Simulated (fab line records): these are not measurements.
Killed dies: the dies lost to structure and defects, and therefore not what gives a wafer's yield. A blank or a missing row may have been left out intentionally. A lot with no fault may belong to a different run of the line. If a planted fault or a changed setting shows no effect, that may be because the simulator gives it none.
A struck lot beside a sound one :: flow sky130 :: 18 out of 708 route steps
Sound: wafers L304.1, L304.3, L304.4. Struck: wafers L320.4, L320.6. At the end, the cause is stated.
At each step with rows: each side's tool, then ch and its chambers, then its first start. Under that, the readings that differ: sound wafers :: struck wafers :: difference of the means :: sigmas: that difference in standard deviations of wafers without a fault.
alike: words and numbers the same on both sides, and readings whose means are apart by under 2 such deviations; not compared: readings that were withheld, readings missing a value for some wafer, numbers with overlapping values and no deviation given by the record, and bounds like >300 which may hide the same value.
Wherever a step has rows on one side only, a row that says differs or no value, or a row with sigmas, the two part there. Numbers that don't overlap but have no deviation are shown without sigmas and don't part them. Lack of a reading on every wafer of one side parts them only where that side has two or more wafers.

first, 2 steps without rows for these wafers: SKY_CONTACT_PEB_12; SKY_CONTACT_DEVELOP_13 (develop time 60 s).
SKY_CONTACT_CD_MEAS_14 targets a cd of 170 nm.
  sound on cd sem-02, day 34 00:44; struck on cd sem-02, day 37 23:03
reading: cd nm (nm)
sound: 171.8 172.2 173.2
struck: 168.1 167.5
difference: -4.6
sigmas: -3
SKY_CONTACT_OVL_MEAS_15:
  sound on overlay-02, day 34 00:52; struck on overlay-02, day 37 23:08
  alike: CONTACT_OVL
SKY_CONTACT_ETCH_16: etches BARC in N2/H2, stops on SiO2, time 45.9 s, target depth 60 nm.
  sound on rie diel-01 ch 1,3, day 34 00:54; struck on rie diel-03 ch 0,3, day 37 23:09
  alike: drypump motor current A, oes product au, throttle valve pct
  not compared: rf hours counter h
SKY_CONTACT_ETCH_17: etches SiO2 in C4F8/O2/Ar, stops on Si3N4, target depth 340 nm.
  sound on rie diel-01 ch 1,3, day 34 00:56; struck on rie diel-03 ch 0,3, day 37 23:11
  alike: oes product au
SKY_CONTACT_ETCH_18: etches Si3N4 in CHF3/O2, stops on TiN, time 39 s, target depth 75 nm.
  sound: rie diel-01 ch 1,3; struck: rie diel-03 ch 0,3
  alike: drypump motor current A, oes product au, throttle valve pct
  not compared: rf hours counter h
SKY_CONTACT_STRIP_19: strips in O2/N2.
  sound on plasma asher-04 ch 0,1, day 34 01:02; struck on plasma asher-02 ch 0,1, day 37 23:19
  alike: drypump motor current A, oes product au, strip time to endpoint s
  not compared: rf hours counter h
then, 4 steps without rows for these wafers: SKY_CONTACT_STRIP_20 (strips in post etch residue remover, time 1200 s); SKY_CONTACT_CLEAN_21 (cleans in IPA, time 180 s); SKY_CONTACT_CLEAN_22 (cleans in O3/DIW); SKY_CONTACT_SPUTTER_23 (material TiN, target thk 20 nm, time 80 s).
SKY_CONTACT_CVD_24: deposits W, target thk 340 nm, time 102.12 s.
  sound on cvd w-01 ch 0,1, day 34 01:41; struck on cvd w-01 ch 0, day 38 00:00
reading: model.W_of_CONTACT_CVD_24.thk nm (nm)
sound: 338.8 339.1 337.4
struck: 200.6 202.4
difference: -136.9
sigmas: 
  alike: chamber pressure Torr, heater power w
SKY_CONTACT_RS_MEAS_25: the measuring method here is four-point-probe.
  sound on film metro-02, day 34 01:47; struck on film metro-03, day 38 00:25
reading: CONTACT_W_RS (ohm/sq)
sound: 0.339 0.338 0.340
struck: 0.576 0.571
difference: +0.234
sigmas: +60
  not compared: hold
SKY_CONTACT_THK_MEAS_26: measures by xrf.
  sound on film metro-02, day 34 01:55; struck on film metro-03, day 38 02:24
reading: CONTACT_W_THK (nm)
sound: 335 336 334
struck: 200 202
difference: -134
sigmas: -29
  not compared: hold
SKY_CONTACT_CMP_27: polishes, stops on SiO2, t overpolish 15 s, target thk 0 nm.
  sound on cmp-01 ch 0,1,2, day 34 02:01; struck on cmp-01 ch 1,3, day 38 04:48
reading: hold
sound: - - -
struck: await dispo/2.3h/release await dispo/2.3h/release
difference: no value on the sound wafers
sigmas: 

reading: time to endpoint s (s)
sound: 75 75 80
struck: 48 48
difference: -29
sigmas: -9
  alike: edge zone pressure frac, motor current A, slurry flow ml min
SKY_METAL1_SPUTTER_00: material Ti, target thk 15 nm, time 10 s.
  sound on pvd sputter-02, day 34 02:16; struck on pvd sputter-04, day 38 05:00
  alike: throttle valve pct
SKY_PAD_OPEN_PROBE_99:
  rows exist in the record for the sound wafers here (prober-02, day 47 14:05), none for the struck ones

## WHERE THEY PART
Earliest at SKY_CONTACT_CD_MEAS_14; latest, in this record, at SKY_PAD_OPEN_PROBE_99.

WHY: what had been put in by the simulator
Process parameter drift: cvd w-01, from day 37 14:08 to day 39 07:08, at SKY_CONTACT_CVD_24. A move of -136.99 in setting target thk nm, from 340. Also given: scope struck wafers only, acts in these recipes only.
